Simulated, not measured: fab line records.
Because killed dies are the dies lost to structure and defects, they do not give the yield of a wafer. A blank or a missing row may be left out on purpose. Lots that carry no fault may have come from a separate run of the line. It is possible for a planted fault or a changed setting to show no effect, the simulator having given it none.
One fault seen from 2 desks :: flow sky130 :: numbers are kept per desk, each desk with only its own; the story behind them comes last

== FOR THE TOOL OWNER'S DESK: wet bench-01 ==
The tool's own readings at SKY_SONOS_TUNNEL_WET_ETCH_10 (etches SiO2 in dHF, target depth 14 nm, time 280 s): means of the sampled wafers that have a number, for each lot that ran on this tool. Any lot whose mean is over 4 standard deviations away from the usual mean is out of limits and marked OUT; that distance is given in the brackets.
Columns: A = temp c at SKY_SONOS_TUNNEL_WET_ETCH_10, usual 25.01 C
lot: L536
first seen here: day 12 00:10
A: 25.05

lot: L537
first seen here: day 12 10:22
A: 24.93

lot: L538
first seen here: day 12 12:10
A: 24.93

lot: L539
first seen here: day 12 16:43
A: 25.08

lot: L540
first seen here: day 12 19:13
A: 24.99

lot: L542
first seen here: day 13 09:28
A: 25.10

lot: L543
first seen here: day 14 00:00
A: 25.03

lot: L545
first seen here: day 14 09:01
A: 24.96

lot: L551
first seen here: day 16 05:22
A: 24.90

lot: L553
first seen here: day 16 18:28
A: 24.92
This desk found nothing out of limits on any of the 10 lots.

== THE METROLOGY DESK ==
What the gauges read, lot by lot, whatever tool the lot ran on: means of the sampled wafers that have a number. Any lot whose mean is over 4 standard deviations away from the usual mean is out of limits and marked OUT; that distance is given in the brackets.
Columns: A = cd nm at SKY_METAL1_CD_MEAS_15, usual 139.6 nm
lot: L536
first seen here: day 33 22:33
A: 138.4

lot: L537
first seen here: day 34 03:36
A: 137.5

lot: L538
first seen here: day 34 03:57
A: 138.5

lot: L540
first seen here: day 34 11:29
A: 139.4

lot: L539
first seen here: day 34 13:03
A: 141.6

lot: L541
first seen here: day 34 13:26
A: 139.0

lot: L542
first seen here: day 34 20:05
A: 140.0

lot: L543
first seen here: day 35 13:09
A: 138.3

lot: L544
first seen here: day 35 16:06
A: 141.3

lot: L545
first seen here: day 35 19:01
A: 141.7

lot: L546
first seen here: day 35 23:30
A: 141.0

lot: L551
first seen here: day 37 18:20
A: 140.3

lot: L553
first seen here: day 38 03:47
A: 140.3
This desk found nothing out of limits on any of the 13 lots.

== BROUGHT TOGETHER ==
The tool owner's desk saw nothing out of limits.
At the metrology desk, nothing out of limits was observed.

== WHAT THE SIMULATOR HAD INSERTED ==
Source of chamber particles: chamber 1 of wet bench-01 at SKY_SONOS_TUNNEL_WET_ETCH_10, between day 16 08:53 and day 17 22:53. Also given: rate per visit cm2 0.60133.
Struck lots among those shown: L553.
